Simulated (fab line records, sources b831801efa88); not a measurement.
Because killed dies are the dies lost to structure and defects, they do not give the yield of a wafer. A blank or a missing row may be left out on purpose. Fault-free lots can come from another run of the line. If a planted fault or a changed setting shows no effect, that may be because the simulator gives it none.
Which tool was responsible? -- flow gf180mcu -- Sampling: 12 lots, 36 wafers, 3 of 602 route steps

## WHAT THE GAUGES READ, wafer by wafer
GF_M2_RS_MEAS_05: uses a four-point probe to measure.
lot,measured,on,M2_ALCU_RS (ohm/sq)
L075,day 20 19:52,filmMetro-01,0.0709 0.0696 0.0699
L077,day 21 12:39,filmMetro-04,0.0700 0.0705 0.0704
L079,day 22 12:57,filmMetro-04,0.0706 0.0710 0.0699
L081,day 22 20:39,filmMetro-03,0.0683 0.0689 0.0698
L083,day 23 10:42,filmMetro-03,0.0695 0.0686 0.0689
L085,day 24 00:05,filmMetro-04,0.0694 0.0696 0.0707
L087,day 24 19:46,filmMetro-03,0.0704 0.0693 0.0700
L089,day 25 06:20,filmMetro-03,0.0701 0.0705 0.0691
L091,day 26 02:55,filmMetro-03,0.0698 0.0695 0.0694
L093,day 26 12:01,filmMetro-04,0.0690 0.0692 0.0688
L095,day 27 01:16,filmMetro-03,0.0695 0.0695 0.0697
L097,day 27 10:04,filmMetro-01,0.0706 0.0696 0.0699

## WHAT TOOL EACH LOT RAN ON (gives the tool, then ch and the chambers of the sampled wafers, and finally the start)
lot,GF_V1_CVD_02,GF_V1_STRIP_18
L075,"pecvd-01 ch 0,1,2, day 19 15:59","plasmaAsher-03 ch 0,1, day 20 18:23"
L077,"pecvd-02 ch 1,2, day 20 09:10","plasmaAsher-03 ch 1, day 21 11:10"
L079,"pecvd-04 ch 0,2, day 21 09:21","plasmaAsher-03 ch 1, day 22 11:29"
L081,"pecvd-02 ch 0,2, day 21 17:38","plasmaAsher-01 ch 0,1, day 22 19:11"
L083,"pecvd-01 ch 0,2, day 22 07:40","plasmaAsher-01 ch 0,1, day 23 09:14"
L085,"pecvd-02 ch 0,1, day 22 21:35","plasmaAsher-02 ch 0,1, day 23 22:38"
L087,"pecvd-01 ch 0,2, day 23 17:08","plasmaAsher-03 ch 0,1, day 24 18:17"
L089,"pecvd-01 ch 0,1,2, day 24 04:31","plasmaAsher-02 ch 0,1, day 25 04:53"
L091,"pecvd-01 ch 0,1,2, day 25 01:14","plasmaAsher-03 ch 0,1, day 26 01:26"
L093,"pecvd-02 ch 0,1, day 25 10:48","plasmaAsher-01 ch 0,1, day 26 10:32"
L095,"pecvd-01 ch 0,2, day 26 00:41","plasmaAsher-02 ch 0,1, day 26 23:47"
L097,"pecvd-02 ch 1,2, day 26 08:59","plasmaAsher-02 ch 0,1, day 27 08:37"
- GF_V1_CVD_02: deposits SiO2 from TEOS, target thk 850 nm, time 94.851 s.
- GF_V1_STRIP_18: strips in O2/N2.

## THE ANSWER, worked out from the rows above alone
Rule: the usual values come from the lots themselves. The widest of any qualifying gaps counts: lots, ordered by their means at a reading, are off when they make up no more than a third of the lots, leave a main group of 4 or more, and stand apart from it by 3 or more times the standard deviation of that group's means. Not used: any main group whose means are identical at the precision the tables above print for the reading. Also off: a lot with no number at a reading for which 4 or more lots have one. The other lots that the step has rows for count as sound.
No lot is off at any reading shown: from this, nothing can be told.

## WHAT THE SIMULATOR HAD INSERTED
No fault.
